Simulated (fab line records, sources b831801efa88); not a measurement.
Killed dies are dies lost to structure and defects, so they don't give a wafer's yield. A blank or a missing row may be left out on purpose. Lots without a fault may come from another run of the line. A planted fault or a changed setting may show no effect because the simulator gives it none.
One fault seen from 2 desks | flow gf180mcu | each desk has only its own numbers; what lay behind them comes last

THE TOOL OWNER'S DESK: krf_scanner-02
The tool's own readings at GF_POLY_GATE_EXPOSE_07 (exposes mask Poly2, target cd 280 nm): means of the sampled wafers that have a number, for each lot that ran on this tool. A lot is out of limits, marked OUT, if its mean lies more than 4 standard deviations from the usual mean; the brackets give that distance.
Columns: A = exposure_dose_mJ_cm2 at GF_POLY_GATE_EXPOSE_07, usual 28.002
lot  | first seen here | A
L401 | day 8 15:24     | 28.022
L403 | day 9 08:47     | 28.032
L405 | day 10 06:52    | 27.998
L406 | day 10 13:57    | 28.009
L407 | day 10 23:10    | 27.991
L411 | day 11 17:17    | 34.171 (+99 or more) OUT
L412 | day 12 06:55    | 32.960 (+99 or more) OUT
L413 | day 12 12:19    | 32.935 (+99 or more) OUT
L414 | day 12 14:38    | 32.900 (+99 or more) OUT
This desk's finding: out of limits on L411, L412, L413, L414; first on L411, day 11 17:17 (exposure_dose_mJ_cm2 at GF_POLY_GATE_EXPOSE_07). In limits: L401, L403, L405, L406, L407.

THE METROLOGY DESK
What the gauges read, lot by lot, whatever tool the lot ran on: means of the sampled wafers that have a number. A lot is out of limits, marked OUT, if its mean lies more than 4 standard deviations from the usual mean; the brackets give that distance.
Columns: A = STI_OXIDATION_THK at GF_STI_THK_MEAS_02, usual 10.03 nm; B = STI_OXIDATION_02_THK at GF_STI_THK_MEAS_30, usual 10.04 nm; C = cd_nm at GF_POLY_GATE_CD_MEAS_10, usual 280.5 nm
lot  | first seen here | A     | B     | C
L401 | day 1 11:32     | 9.92  | 9.79  | 281.4
L402 | day 1 17:52     | 9.60  | 9.74  | 279.8
L403 | day 1 22:14     | 10.01 | 9.81  | 279.8
L404 | day 2 02:31     | 9.55  | 10.25 | 281.5
L405 | day 2 07:52     | 9.87  | 10.19 | 281.6
L406 | day 2 12:39     | 10.01 | 9.82  | 280.0
L407 | day 2 18:17     | 9.97  | 10.25 | 280.7
L411 | day 3 16:09     | 10.11 | 10.09 | 251.5 (-21) OUT
L412 | day 3 20:08     | 10.24 | 10.01 | 257.4 (-16) OUT
L413 | day 4 00:14     | 10.28 | 10.03 | 256.4 (-17) OUT
L414 | day 4 04:31     | 10.20 | 9.98  | 255.3 (-18) OUT
L419 | day 5 05:51     | 10.24 | 10.24 | 279.2
L421 | day 5 16:48     | 9.94  | 10.05 | 279.2
This desk's finding: out of limits on L411, L412, L413, L414; first on L411, day 12 02:22 (cd_nm at GF_POLY_GATE_CD_MEAS_10). In limits: L401, L402, L403, L404, L405, L406, L407, L419, L421.

PUT TOGETHER
The tool owner's desk could have raised an alarm at day 11 17:17, on L411, L412, L413, L414.
The metrology desk could have raised an alarm at day 12 02:22, on L411, L412, L413, L414.
Of the lots named, all ran GF_POLY_GATE_EXPOSE_07 on krf_scanner-02.

WHAT THE SIMULATOR HAD PUT IN
Process parameter drift: krf_scanner-02, from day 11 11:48 on, at GF_POLY_GATE_EXPOSE_07. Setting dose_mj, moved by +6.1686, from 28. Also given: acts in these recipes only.
Lots struck among those shown: L411, L412, L413, L414.
Hours from the fault's start to each desk's first reading out of limits: the tool owner's desk, 5; the metrology desk, 15.
